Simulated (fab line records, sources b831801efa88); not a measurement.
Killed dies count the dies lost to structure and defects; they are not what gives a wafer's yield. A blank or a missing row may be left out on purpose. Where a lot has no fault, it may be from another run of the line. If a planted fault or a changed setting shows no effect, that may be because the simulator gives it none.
A struck lot beside a sound one	flow sky130	26 steps out of a route of 708
Sound: the wafers L105.4, L105.5, L105.6. Wafers struck: L118.1, L118.3. At the end, the cause is stated.
At each step with rows: each side's tool, then ch and its chambers, then its first start. Under that, the readings that differ: sound wafers	struck wafers	difference of the means	sigmas: that difference in standard deviations of wafers without a fault.
alike: a reading whose means differ by less than 2 such deviations, as well as words and numbers matching on both sides. not compared: withheld readings; readings where some wafer has no value; bounds like >300 that might hide an equal value; numbers whose values overlap and for which the record gives no deviation.
The two part at a step that has a row with sigmas, a row that says differs or no value, or rows on one side only. Numbers that have no deviation but don't overlap get no sigmas and don't part them. A reading missing from all wafers of one side parts the sides only when that side holds two or more wafers.

first, 9 steps without rows for these wafers: SKY_LI_CONTACT_ETCH_14 (etches BARC in N2/H2, stops on SiO2, time 45.9 s, target depth 60 nm); SKY_LI_CONTACT_ETCH_15 (etches PSG in C4F8/O2/Ar, stops on Si, target depth 600 nm); SKY_LI_CONTACT_STRIP_16 (strips in O2/N2); SKY_LI_CONTACT_CLEAN_17 (cleans in NMP, time 600 s); SKY_LI_CONTACT_PRE_CLEAN_18 (time 5.6 s); SKY_LI_CONTACT_SPUTTER_19 (material Ti, target thk 20 nm, time 106.37 s); SKY_LI_CONTACT_SPUTTER_20 (material TiN, target thk 20 nm, time 80 s); SKY_LI_CONTACT_CVD_21 (deposits W, target thk 400 nm, time 120.56 s); SKY_LI_CONTACT_CMP_24 (polishes, stops on PSG, t overpolish 20 s, target thk 0 nm).
SKY_LOCAL_INTERCONNECT_SPUTTER_00: material TiN, target thk 100 nm, time 83.3 s.
  sound on pvd sputter-03 at day 29 14:59; struck on pvd sputter-03 at day 33 19:50
reading	sound	struck	difference	sigmas
model.TiN_of_LOCAL_INTERCONNECT_SPUTTER_00.thk nm (nm)	101.7 101.1 100.9	105.8 106.5	+4.9	
  alike: throttle valve pct
SKY_LOCAL_INTERCONNECT_RS_MEAS_01: the measuring method here is four-point-probe.
  sound on film metro-01 at day 29 15:07; struck on film metro-01 at day 33 19:54
reading	sound	struck	difference	sigmas
LOCAL_INTERCONNECT_TIN_RS (ohm/sq)	13.88 13.99 14.00	13.32 13.26	-0.67	-5
SKY_LOCAL_INTERCONNECT_THK_MEAS_02: measures by xrf.
  sound on film metro-01 at day 29 15:12; struck on film metro-01 at day 33 20:01
reading	sound	struck	difference	sigmas
LOCAL_INTERCONNECT_TIN_THK (nm)	99.8 98.8 98.8	104.0 104.5	+5.1	+4
then, 9 steps without rows for these wafers: SKY_LOCAL_INTERCONNECT_DEHYDRATE_03 (time 60 s); SKY_LOCAL_INTERCONNECT_HMDS_04 (prime time 60 s); SKY_LOCAL_INTERCONNECT_COAT_05 (resist thk 60 nm); SKY_LOCAL_INTERCONNECT_COAT_06 (resist thk 450 nm); SKY_LOCAL_INTERCONNECT_SOFTBAKE_07 (time 90 s); SKY_LOCAL_INTERCONNECT_EXPOSE_08 (exposes mask LI1M, target cd 170 nm); SKY_LOCAL_INTERCONNECT_PEB_09; SKY_LOCAL_INTERCONNECT_DEVELOP_10 (develop time 60 s); SKY_LOCAL_INTERCONNECT_ETCH_13 (etches BARC in N2/H2, stops on SiO2, time 45.9 s, target depth 60 nm).
SKY_LOCAL_INTERCONNECT_METAL_ETCH_14: etches TiN in Cl2/BCl3, stops on PSG, target depth 110 nm, time 31.4 s.
  sound on rie metal-04 ch 0,1, day 30 19:08; struck on rie metal-04 ch 0,1, day 34 23:17
reading	sound	struck	difference	sigmas
oes product au (a.u.)	0.946 0.946 0.950	0.970 0.970	+0.023	+4
throttle valve pct (%)	21.901 21.895 21.897	21.878 21.878	-0.020	-2
  alike: chamber pressure mTorr, drypump motor current A, rf fwd power W
  not compared: rf hours counter h
then, 1 step without rows for these wafers: SKY_LOCAL_INTERCONNECT_STRIP_15 (strips in O2/N2).
SKY_LOCAL_INTERCONNECT_STRIP_16: strips in post etch residue remover, time 1200 s.
  sound on wet bench-02 ch 3, day 30 19:16; struck on wet bench-02 ch 3, day 34 23:26
reading	sound	struck	difference	sigmas
model.TiN_of_LOCAL_INTERCONNECT_SPUTTER_00.thk nm (nm)	101.3 100.6 100.4	105.4 106	+4.9	
then, 1 step without rows for these wafers: SKY_LOCAL_INTERCONNECT_CLEAN_17 (cleans in IPA, time 180 s).
-- a jump in the record: the struck wafers' starts before and after are 14 days apart (it breaks off in module LOCAL_INTERCONNECT and resumes in module PAD_OPEN, where the first step shown is number 708 of the route) --
SKY_PAD_OPEN_PROBE_99:
  sound on prober-01 at day 46 04:41; struck on prober-01 at day 49 03:10
reading	sound	struck	difference	sigmas
model.etest.res li.line ohm um	74.59 74.54 74.89	71.22 71.06	-3.53	
model.etest.res li.rs ohm sq	12.6 12.72 12.75	12.14 12.03	-0.60	
  alike: killed_at_M0_to_M3, killed_at_M4_up, killed at contacts, killed at front end, killed at other, killed dies, killed open, killed short

## WHERE THEY PART
Earliest at SKY_LOCAL_INTERCONNECT_RS_MEAS_01; latest, in this record, at SKY_LOCAL_INTERCONNECT_METAL_ETCH_14. Later steps at which nothing parts them and some readings are alike: SKY_PAD_OPEN_PROBE_99.

WHY: the cause the simulator had injected
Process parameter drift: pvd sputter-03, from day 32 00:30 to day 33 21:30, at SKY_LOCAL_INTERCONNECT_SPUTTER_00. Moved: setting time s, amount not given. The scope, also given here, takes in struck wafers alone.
